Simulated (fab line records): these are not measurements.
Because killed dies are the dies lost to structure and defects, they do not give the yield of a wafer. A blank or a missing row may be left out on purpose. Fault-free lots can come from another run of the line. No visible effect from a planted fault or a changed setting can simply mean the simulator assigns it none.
Matching of chambers + flow gf180mcu + 3 sister chambers for GF_V5_CVD_02 on pecvd-01
The step deposits SiO2 from TEOS, target thk 1450 nm, time 163.28 s. 6 wafers are shown with their chamber, then 10 later ones without.

## WAFERS PAIRED WITH THEIR CHAMBERS
| wafer  | chamber | heater-power-w (W) |
|--------|---------|--------------------|
| L602.5 | 2       | 637                |
| L603.5 | 0       | 840                |
| L606.4 | 1       | 618                |
| L606.6 | 0       | 977                |
| L605.1 | 1       | 738                |
| L605.3 | 2       | 726                |

## WAFERS WITH NO CHAMBER GIVEN
| wafer  | heater-power-w (W) |
|--------|--------------------|
| L605.4 | 832                |
| L609.2 | 765                |
| L609.3 | 1005               |
| L609.5 | 704                |
| L615.2 | 734                |
| L615.3 | 927                |
| L615.5 | 837                |
| L616.3 | 734                |
| L616.4 | 1019               |
| L616.5 | 615                |

## THE CHAMBER EACH PASSED THROUGH
| wafer  | from the rows above          | in truth |
|--------|------------------------------|----------|
| L605.4 | can't be placed: 0 or 2 or 1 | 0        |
| L609.2 | can't be placed: 2 or 1 or 0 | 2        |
| L609.3 | 0                            | 0        |
| L609.5 | can't be placed: 2 or 1      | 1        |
| L615.2 | can't be placed: 2 or 1 or 0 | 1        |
| L615.3 | 0                            | 0        |
| L615.5 | can't be placed: 0 or 2 or 1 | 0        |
| L616.3 | can't be placed: 2 or 1 or 0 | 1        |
| L616.4 | 0                            | 0        |
| L616.5 | can't be placed: 1 or 2      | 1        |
Correct placement for 3 of the 10. From these rows, 7 cannot be placed; in 7 the true chamber is one of the candidates. 0 placed wrongly.
How it was worked out, from the rows above alone: a wafer's distance from a chamber is the root of the sum, over the readings, of the square of ((its reading less the chamber's mean) divided by the reading's scatter). If the next closest chamber is less than 2 further off than the closest, the wafer can't be placed; otherwise it belongs to the closest. A chamber's mean is the mean of its shown wafers. How the scatter is found: for the shown wafers, subtract from each reading the mean of its chamber, square and add these, divide the total by (wafers less chambers), then take the root.
